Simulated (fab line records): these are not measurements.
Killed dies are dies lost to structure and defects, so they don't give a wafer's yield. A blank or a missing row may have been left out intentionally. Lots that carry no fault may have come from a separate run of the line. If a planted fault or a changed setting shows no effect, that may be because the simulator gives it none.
fab line records | flow sfqLine
record: lots: 5 | wafers: 15 | lastDay: 91
route steps=325 shown M6@251
lots untouched by any fault: they come from a run of this same line in which no faults occurred
startH: hours from the record's first day to the start of the lot's first wafer shown | waitH: hours elapsed since this lot's preceding step | " same as the row above | L1.1+2: one row covering several wafers at once | - either no value or no given start | * or withheld: withheld | < > ~ a bound
route shown NAME@n: a module of which the file shows steps, and the number in the route of the first | usual: mean/standard deviation taken from wafers without a fault | same: alike in all rows | chamber/n: place in a boat | sites: per-site readings | _std_site: their standard deviation | _edge_site: outer sites' mean less inner sites' | radiusMm: for every site, how far away it sits from the centre of the wafer | mask NAME#n: copy n | behind: the most recent tool/chamber to have shaped the wafer | hold: reason for holding the lot/hours on hold/outcome of the hold | device: names the non-switching transistor (n, p or np) | end of line: tests run on the same wafers once the route is complete | a step with no rows: only its recipe | killed: at the first sort, the dies lost to defects and structure; wafer yield is something else | map: dies across one wafer; x = killed, . = not, _ = none there
set.NAME: the setting as run; set.NAME@STEP: as run at that earlier step | model.NAME: the simulator's own value behind a step, which no gauge read
a table for each step, a row for each wafer; lots at some steps of the route
services: when a tool's chamber went out of use (startH, in hours from the record's first day, below 0 if earlier), for how many hours, and the reason
== steps ==
step: SFQ_TRILAYER_M6_DEP_PRE_CLEAN_158
recipe: gas: Ar | timeS: 22.5 | biasV: 250
step: SFQ_TRILAYER_M6_DEP_SPUTTER_157
recipe: material: Nb | basePressurePa: 1.33e-06 | chamberPressurePa: 0.1333 | substrateTempC: 20 | targetThkNm: 200 | powerW: 2000 | timeS: 133.3
usual: throttleValvePct: 29.4/1.2
lot.wafer | tool          | chamber | startH  | waitH | throttleValvePct
L716.1    | pvdSputter-04 | -       | 1724.09 | 0.0   | 29.8
L716.2    | "             | -       | "       | "     | 28.7
L716.6    | "             | -       | "       | "     | 29.6
L718.2    | pvdSputter-04 | -       | 1757.52 | 0.0   | 29.9
L718.3    | "             | -       | "       | "     | 28.7
L718.5    | "             | -       | "       | "     | 28.6
L723.3    | pvdSputter-05 | -       | 1795.02 | 0.0   | 29.4
L723.4    | "             | -       | "       | "     | 27.7
L723.5    | "             | -       | "       | "     | 29.9
L735.1    | pvdSputter-04 | -       | 1874.81 | 0.0   | 27.6
L735.4    | "             | -       | "       | "     | 29.7
L735.5    | "             | -       | "       | "     | 29.4
L737.3    | pvdSputter-04 | -       | 1883.03 | 0.0   | 27.8
L737.5    | "             | -       | "       | "     | 28.7
L737.6    | "             | -       | "       | "     | 29.5
step: SFQ_M6_RS_MEAS_938
recipe: thkMeasGauge: four-point-probe | reads: Nb_of_TRILAYER_M6_DEP_SPUTTER_157
usual: M6_NB_RS: 0.893/0.0099
lot.wafer | tool         | chamber | startH  | waitH | M6_NB_RS[ohm/sq]
L716.1    | filmMetro-01 | -       | 1724.19 | 0.0   | 0.884
L716.2    | "            | -       | "       | "     | 0.896
L716.6    | "            | -       | "       | "     | 0.880
L718.2    | filmMetro-02 | -       | 1757.63 | 0.1   | 0.876
L718.3    | "            | -       | "       | "     | 0.891
L718.5    | "            | -       | "       | "     | 0.890
L723.3    | filmMetro-01 | -       | 1795.15 | 0.1   | 0.893
L723.4    | "            | -       | "       | "     | 0.901
L723.5    | "            | -       | "       | "     | 0.895
L735.1    | filmMetro-02 | -       | 1874.90 | 0.0   | 0.889
L735.4    | "            | -       | "       | "     | 0.886
L735.5    | "            | -       | "       | "     | 0.890
L737.3    | filmMetro-02 | -       | 1883.16 | 0.1   | 0.905
L737.5    | "            | -       | "       | "     | 0.914
L737.6    | "            | -       | "       | "     | 0.900
step: SFQ_TRILAYER_M6_LITHO_COAT_164
recipe: resist: BARC | spinRpm: 3000 | resistThkNm: 62
step: SFQ_TRILAYER_M6_LITHO_COAT_159
recipe: resist: KrF | spinRpm: 3000 | resistThkNm: 600
step: SFQ_TRILAYER_M6_LITHO_SOFTBAKE_163
recipe: tempC: withheld | timeS: withheld | resist: KrF
step: SFQ_TRILAYER_M6_LITHO_EXPOSE_160
recipe: maskId: M6 | na: 0.6 | sourceShape: conventional | sigmaOuter: 0.65 | targetCdNm: 500 | doseMj: 14.4
step: SFQ_TRILAYER_M6_LITHO_PEB_162
recipe: pebTempC: 115 | pebTimeS: 60 | resist: KrF
step: SFQ_TRILAYER_M6_LITHO_DEVELOP_161
recipe: timeS: 60 | resist: KrF
step: SFQ_M6_OVL_MEAS_940
usual: M6_OVL: 5/4.6
lot.wafer | tool       | chamber | startH  | waitH | M6_OVL[nm]
L716.1    | overlay-01 | -       | 1753.97 | 0.1   | 8
L716.2    | "          | -       | "       | "     | -4
L716.6    | "          | -       | "       | "     | 3
L718.2    | overlay-01 | -       | 1788.10 | 0.1   | 4
L718.3    | "          | -       | "       | "     | 6
L718.5    | "          | -       | "       | "     | 7
L723.3    | overlay-01 | -       | 1797.55 | 0.1   | 6
L723.4    | "          | -       | "       | "     | 0
L723.5    | "          | -       | "       | "     | 2
L735.1    | overlay-01 | -       | 1890.62 | 0.1   | 8
L735.4    | "          | -       | "       | "     | 0
L735.5    | "          | -       | "       | "     | 3
L737.3    | overlay-02 | -       | 1896.63 | 0.1   | -2
L737.5    | "          | -       | "       | "     | -1
L737.6    | "          | -       | "       | "     | 0
step: SFQ_TRILAYER_M6_BARC_OPEN_METAL_ETCH_206
recipe: maskMaterial: PR | chemistry: O2 | targetDepthNm: 125 | target: BARC | icpW: 600 | biasW: 80 | pressureMtorr: 10 | timeS: 41.7
usual: chamberPressureMTorr: 9.999/0.01 | drypumpMotorCurrentA: 5.4/0.42 | heBacksideLeakSccm: 3.6/0.46 | oesProductAu: 0.685/0.0042
lot.wafer | tool        | chamber | startH  | waitH | chamberPressureMTorr | drypumpMotorCurrentA | heBacksideLeakSccm | oesProductAu | rfHoursCounterH
L716.1    | rieMetal-02 | 0       | 1754.01 | 0.0   | 9.992                | 5.8                  | 3.6                | 0.683        | 8
L716.2    | "           | 1       | "       | "     | 10.004               | 4.8                  | 3.4                | 0.694        | 82
L716.6    | "           | 1       | "       | "     | 10.000               | 4.8                  | 3.4                | 0.682        | -
L718.2    | rieMetal-01 | 0       | 1788.13 | 0.0   | 10.003               | 5.8                  | 3.7                | 0.683        | 102
L718.3    | "           | 1       | "       | "     | 10.017               | 5.0                  | 3.5                | 0.684        | -
L718.5    | "           | 0       | "       | "     | 10.006               | 5.8                  | 3.7                | 0.689        | -
L723.3    | rieMetal-01 | 1       | 1797.60 | 0.0   | 10.001               | 5.0                  | 3.6                | 0.688        | -
L723.4    | "           | 0       | "       | "     | 10.014               | 5.8                  | 3.6                | 0.682        | -
L723.5    | "           | 0       | "       | "     | 9.983                | 5.9                  | 4.0                | 0.677        | -
L735.1    | rieMetal-01 | 1       | 1890.65 | 0.0   | 9.999                | 5.0                  | 3.3                | 0.692        | 115
L735.4    | "           | 1       | "       | "     | 9.980                | 5.0                  | 3.4                | 0.685        | -
L735.5    | "           | 0       | "       | "     | 9.998                | 5.8                  | 3.7                | 0.691        | -
L737.3    | rieMetal-03 | 1       | 1896.67 | 0.0   | 9.988                | 4.9                  | 3.5                | 0.686        | -
L737.5    | "           | 0       | "       | "     | 9.990                | 5.7                  | 3.2                | 0.694        | -
L737.6    | "           | 1       | "       | "     | 9.991                | 4.9                  | 3.5                | 0.683        | -
step: SFQ_TRILAYER_M6_ETCH_METAL_ETCH_162
recipe: target: Nb | stopOn: SiO2 | maskMaterial: PR | chemistry: Cl2/Ar | targetDepthNm: 240 | icpW: 600 | biasW: 80 | pressureMtorr: 10 | timeS: 120
usual: chamberPressureMTorr: 10.000/0.0094 | drypumpMotorCurrentA: 5.4/0.42 | heBacksideLeakSccm: 3.6/0.41 | oesProductAu: 0.893/0.0072
lot.wafer | tool        | chamber | startH  | waitH | chamberPressureMTorr | drypumpMotorCurrentA | heBacksideLeakSccm | oesProductAu | rfHoursCounterH | model.KrF_of_TRILAYER_M6_LITHO_COAT_159.thkNm | model.SiO2_of_TRILAYER_A5C_DEP_PECVD_142.thkNm | model.M6.featureDepthNm
L716.1    | rieMetal-02 | 0       | 1754.07 | 0.0   | 10.002               | 5.8                  | 3.5                | 0.890        | 8               | 374.7                                         | 62.3                                           | 201.4
L716.2    | "           | 1       | "       | "     | 10.011               | 4.8                  | 3.4                | 0.897        | 82              | 383.8                                         | 62.73                                          | 198.5
L716.6    | "           | 1       | "       | "     | 9.989                | 4.8                  | 3.3                | 0.901        | -               | 386.4                                         | 62.58                                          | 202
L718.2    | rieMetal-01 | 0       | 1788.19 | 0.0   | 9.992                | 5.8                  | 3.8                | 0.902        | 102             | 377.1                                         | 62.94                                          | 203.6
L718.3    | "           | 1       | "       | "     | 10.001               | 5.0                  | 3.4                | 0.897        | -               | 382.7                                         | 63.83                                          | 200.1
L718.5    | "           | 0       | "       | "     | 10.002               | 5.8                  | 3.8                | 0.899        | -               | 378.2                                         | 62.88                                          | 200.4
L723.3    | rieMetal-01 | 1       | 1797.68 | 0.1   | 10.008               | 5.0                  | 3.3                | 0.894        | -               | 383.8                                         | 61.65                                          | 199.1
L723.4    | "           | 0       | "       | "     | 10.005               | 5.8                  | 4.1                | 0.893        | -               | 381.9                                         | 62.85                                          | 197.6
L723.5    | "           | 0       | "       | "     | 9.987                | 5.9                  | 4.2                | 0.889        | -               | 381.3                                         | 62.09                                          | 198.9
L735.1    | rieMetal-01 | 1       | 1890.71 | 0.0   | 10.010               | 5.0                  | 3.5                | 0.893        | 115             | 384                                           | 61.61                                          | 199.9
L735.4    | "           | 1       | "       | "     | 9.988                | 5.0                  | 3.6                | 0.893        | -               | 383.6                                         | 61.42                                          | 201.1
L735.5    | "           | 0       | "       | "     | 9.979                | 5.8                  | 3.6                | 0.893        | -               | 319.6                                         | 50.94                                          | 210.8
L737.3    | rieMetal-03 | 1       | 1896.76 | 0.1   | 9.987                | 4.9                  | 3.6                | 0.889        | -               | 381.2                                         | 62.05                                          | 197.4
L737.5    | "           | 0       | "       | "     | 10.007               | 5.6                  | 3.3                | 0.887        | -               | 379.1                                         | 62.37                                          | 194.9
L737.6    | "           | 1       | "       | "     | 9.992                | 4.9                  | 3.5                | 0.896        | -               | 383                                           | 63.62                                          | 198.4
step: SFQ_TRILAYER_M6_STRIP_STRIP_163
recipe: gas: O2 | powerW: 200 | platenTempC: 40 | overashFraction: 0.65 | chemistry: O2 | pressureMtorr: 50
usual: chamberPressureMTorr: 50.00/0.044 | drypumpMotorCurrentA: 5.4/0.42 | heBacksideLeakSccm: 3.56/0.25 | oesProductAu: 1.002/0.0099
same: overashFraction: 0.65
lot.wafer | tool        | chamber | startH  | waitH | chamberPressureMTorr | drypumpMotorCurrentA | heBacksideLeakSccm | oesProductAu | rfHoursCounterH
L716.1    | rieMetal-02 | 0       | 1754.19 | 0.1   | 50.07                | 5.8                  | 4.54               | 1.029        | 8
L716.2    | "           | 1       | "       | "     | 50.00                | 4.8                  | 3.44               | 0.990        | 83
L716.6    | "           | 1       | "       | "     | 50.02                | 4.8                  | 3.38               | 0.997        | -
L718.2    | rieMetal-01 | 0       | 1788.31 | 0.1   | 49.94                | 5.8                  | 3.87               | 1.004        | 102
L718.3    | "           | 1       | "       | "     | 50.01                | 5.0                  | 3.49               | 0.991        | -
L718.5    | "           | 0       | "       | "     | 49.97                | 5.9                  | 3.95               | 1.021        | -
L723.3    | rieMetal-01 | 1       | 1797.96 | 0.2   | 50.00                | 5.0                  | 3.53               | 1.004        | -
L723.4    | "           | 0       | "       | "     | 49.99                | 5.8                  | 3.78               | 1.007        | -
L723.5    | "           | 0       | "       | "     | 49.95                | 5.8                  | 3.80               | 1.009        | -
L735.1    | rieMetal-01 | 1       | 1890.84 | 0.1   | 50.01                | 5.0                  | 3.41               | 0.995        | 115
L735.4    | "           | 1       | "       | "     | 50.00                | 5.0                  | 3.53               | 0.998        | -
L735.5    | "           | 0       | "       | "     | 49.97                | 5.9                  | 3.82               | 0.993        | -
L737.3    | rieMetal-03 | 1       | 1897.04 | 0.2   | 49.98                | 4.9                  | 3.71               | 0.996        | -
L737.5    | "           | 0       | "       | "     | 49.97                | 5.6                  | 3.13               | 0.998        | -
L737.6    | "           | 1       | "       | "     | 50.03                | 4.9                  | 3.53               | 0.985        | -
== services ==
tool          | chamber | startH  | hours | kind
rieMetal-03   | 0       | 1705.11 | 4.5   | repair
rieMetal-03   | -       | 1705.53 | 1.1   | repair
pvdSputter-04 | 2       | 1708.42 | -     | consumableReplace:kit
pvdSputter-04 | 2       | 1708.42 | 18.0  | scheduledDown
pvdSputter-04 | 2       | 1708.42 | 18.0  | ventCycle
rieMetal-03   | -       | 1712.25 | 2.8   | pm
pvdSputter-05 | -       | 1800.94 | 2.8   | repair
pvdSputter-04 | -       | 1833.16 | 7.4   | repair
rieMetal-02   | 1       | 1857.09 | 10.3  | repair
pvdSputter-04 | -       | 1867.34 | 1.7   | repair
== key ==
firstSign none at tools or gauges
modelEffect: step: SFQ_TRILAYER_M6_ETCH_METAL_ETCH_162 | value: KrF_of_TRILAYER_M6_LITHO_COAT_159.thkNm | without: 382.6 | struck: 319.6
metAt SFQ_TRILAYER_M6_ETCH_METAL_ETCH_162
struckWafers L735.5
onsetBetween 1797.68 1890.71
fault: kind: processParameterDrift | tool: rieMetal-01 | chamber: - | onsetH: 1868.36 | steps: SFQ_TRILAYER_M6_ETCH_METAL_ETCH_162 | channel: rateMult | offset: 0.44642 | shape: step | endH: 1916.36 | scope: struckWafersOnly
